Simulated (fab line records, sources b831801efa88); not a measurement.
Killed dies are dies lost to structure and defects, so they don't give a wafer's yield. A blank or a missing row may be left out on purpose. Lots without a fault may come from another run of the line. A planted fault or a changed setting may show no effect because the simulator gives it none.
Which tool did it? | flow gf180mcu | 14 lots, 42 wafers sampled, at 5 steps of a route of 602

WHAT THE GAUGES READ, wafer by wafer
GF_VT_IMPLANT_OVL_MEAS_18.
lot  | measured     | on         | VT_IMPLANT_01_OVL (nm)
L908 | day 6 04:22  | overlay-01 | -2.9 -0.1 -1.6
L909 | day 6 09:07  | overlay-02 | -1.4 -0.3 -2.7
L911 | day 7 00:01  | overlay-02 | 1.5 0.0 0.6
L912 | day 7 05:41  | overlay-01 | -0.3 -0.3 -0.1
L913 | day 7 11:58  | overlay-01 | 0.7 1.5 -0.3
L915 | day 7 22:44  | overlay-02 | -1.0 -2.1 0.1
L917 | day 9 04:34  | overlay-02 | 0.9 0.6 0.1
L918 | day 9 07:26  | overlay-01 | -1.0 0.9 -2.0
L923 | day 10 06:43 | overlay-01 | -2.8 -3.1 -3.1
L924 | day 10 12:35 | overlay-02 | -1.8 -1.4 -1.6
L928 | day 11 15:07 | overlay-02 | -1.2 0.4 -0.5
L929 | day 11 19:10 | overlay-01 | -0.6 -1.2 1.5
L930 | day 12 03:56 | overlay-02 | 1.9 1.7 1.7
L931 | day 12 10:41 | overlay-02 | -1.1 0.9 -0.8

GF_VT_IMPLANT_TW_MEAS_21.
lot  | measured     | on            | VT_IMPLANT_2_TW
L908 | day 6 04:40  | film_metro-03 | 1209 1210 1203
L909 | day 6 09:24  | film_metro-03 | 1213 1214 1216
L911 | day 7 00:19  | film_metro-02 | 1222 1207 1219
L912 | day 7 05:58  | film_metro-02 | 1219 1225 1219
L913 | day 7 12:16  | film_metro-01 | 1205 1213 1212
L915 | day 7 23:02  | film_metro-01 | 1218 1217 1216
L917 | day 9 04:55  | film_metro-01 | 1202 1213 1205
L918 | day 9 07:43  | film_metro-01 | 1212 1212 1209
L923 | day 10 07:19 | film_metro-03 | 1520 1523 1516
L924 | day 10 12:52 | film_metro-01 | 1207 1217 1209
L928 | day 11 15:52 | film_metro-02 | 1524 1518 1515
L929 | day 11 19:27 | film_metro-02 | 1216 1214 1216
L930 | day 12 04:13 | film_metro-01 | 1204 1203 1213
L931 | day 12 10:59 | film_metro-01 | 1212 1213 1209

GF_HV_LDD_THK_MEAS_57.
lot  | measured     | on            | HV_LDD_CVD_56_THK (nm)
L908 | day 12 09:52 | film_metro-03 | 90.0 90.7 90.0
L909 | day 12 13:04 | film_metro-01 | 91.3 91.6 90.9
L911 | day 13 13:32 | film_metro-03 | 89.8 90.0 89.5
L912 | day 13 17:38 | film_metro-04 | 90.5 90.2 90.4
L913 | day 14 03:04 | film_metro-01 | 90.2 90.6 91.0
L915 | day 14 21:11 | film_metro-01 | 90.5 90.4 89.6
L917 | day 16 07:56 | film_metro-04 | 89.6 90.8 91.5
L918 | day 16 11:20 | film_metro-04 | 87.8 87.9 87.6
L923 | day 17 16:11 | film_metro-01 | 91.0 91.0 90.5
L924 | day 17 22:47 | film_metro-01 | 90.3 90.1 90.5
L928 | day 19 07:28 | film_metro-01 | 89.9 89.5 89.8
L929 | day 19 19:23 | film_metro-03 | 90.0 90.3 90.3
L930 | day 20 03:47 | film_metro-04 | 89.1 88.1 88.5
L931 | day 20 09:00 | film_metro-04 | 90.3 90.2 89.8

GF_M1_RS_MEAS_05: measures by four-point-probe.
lot  | measured     | on            | M1_ALCU_RS (ohm/sq)
L908 | day 15 23:16 | film_metro-01 | 0.0699 0.0692 0.0702
L909 | day 16 05:02 | film_metro-01 | 0.0689 0.0696 0.0699
L911 | day 17 08:29 | film_metro-02 | 0.0694 0.0691 0.0700
L912 | day 17 13:17 | film_metro-01 | 0.0695 0.0691 0.0706
L913 | day 17 22:23 | film_metro-01 | 0.0686 0.0686 0.0682
L915 | day 18 18:34 | film_metro-03 | 0.0698 0.0691 0.0689
L917 | day 20 10:50 | film_metro-02 | 0.0692 0.0691 0.0699
L918 | day 20 14:24 | film_metro-03 | 0.0681 0.0690 0.0678
L923 | day 21 21:01 | film_metro-03 | 0.0685 0.0685 0.0694
L924 | day 22 02:42 | film_metro-01 | 0.0687 0.0680 0.0687
L928 | day 23 10:02 | film_metro-02 | 0.0703 0.0691 0.0702
L929 | day 23 20:54 | film_metro-01 | 0.0695 0.0691 0.0685
L930 | day 24 05:00 | film_metro-02 | 0.0685 0.0695 0.0688
L931 | day 24 08:33 | film_metro-01 | 0.0681 0.0677 0.0682

WHICH TOOL RAN EACH LOT (tool, then ch and the chambers of the sampled wafers, then the start)
lot  | GF_VT_IMPLANT_IMPLANT_19
L908 | implanter-02 ch 0, day 6 04:26
L909 | implanter-03 ch 0, day 6 09:09
L911 | implanter-02 ch 0, day 7 00:04
L912 | implanter-03 ch 0, day 7 05:44
L913 | implanter-02 ch 0, day 7 12:01
L915 | implanter-02 ch 0, day 7 22:50
L917 | implanter-03 ch 0, day 9 04:37
L918 | implanter-04 ch 0, day 9 07:29
L923 | implanter-03 ch 0, day 10 06:45
L924 | implanter-03 ch 0, day 10 12:38
L928 | implanter-03 ch 0, day 11 15:09
L929 | implanter-04 ch 0, day 11 19:12
L930 | implanter-03 ch 0, day 12 03:59
L931 | implanter-04 ch 0, day 12 10:46
- GF_VT_IMPLANT_IMPLANT_19

WHAT THE TOOLS THEMSELVES READ (means of the sampled wafers that have a number; where no wafer has one, the mark that the record gives instead)
GF_VT_IMPLANT_IMPLANT_19.
lot  | tool         | dose_ions_cm2
L908 | implanter-02 | 4.344e+12
L909 | implanter-03 | 4.348e+12
L911 | implanter-02 | 4.351e+12
L912 | implanter-03 | 4.349e+12
L913 | implanter-02 | 4.342e+12
L915 | implanter-02 | 4.347e+12
L917 | implanter-03 | 4.348e+12
L918 | implanter-04 | 4.344e+12
L923 | implanter-03 | 4.347e+12
L924 | implanter-03 | 4.349e+12
L928 | implanter-03 | 4.354e+12
L929 | implanter-04 | 4.358e+12
L930 | implanter-03 | 4.354e+12
L931 | implanter-04 | 4.346e+12

THE ANSWER, worked out from the rows above alone
Rule: what is usual is taken from the lots themselves. Put in order of their means at a reading, lots are off if they are a third of the lots or fewer, leave a main group of 4 or more, and stand apart from it by a gap of 3 or more times the standard deviation of the main group's means; of several such gaps the widest counts. A main group whose means are all the same, to the digits that the tables above print for the reading, isn't used. A lot without any number at a reading at which 4 lots or more have one is off too. The other lots that the step has rows for count as sound. The gauges are gone through in route order, then the tools' own readings, and for those a lot's mean is taken as printed above. The first step at which some lot is off is used, and at that step the reading that is off furthest; a lot without a number counts as furthest.
Off: L923, L928, at GF_VT_IMPLANT_TW_MEAS_21 (VT_IMPLANT_2_TW). The main group: mean 1212, standard deviation 4.3.
A tool fits if, at a process step before that reading, it ran every lot that is off, and no sound lot after the first of them. The gauges at GF_VT_IMPLANT_TW_MEAS_21 are tried like those tools. None of those tried fits.

WHAT THE SIMULATOR HAD PUT IN
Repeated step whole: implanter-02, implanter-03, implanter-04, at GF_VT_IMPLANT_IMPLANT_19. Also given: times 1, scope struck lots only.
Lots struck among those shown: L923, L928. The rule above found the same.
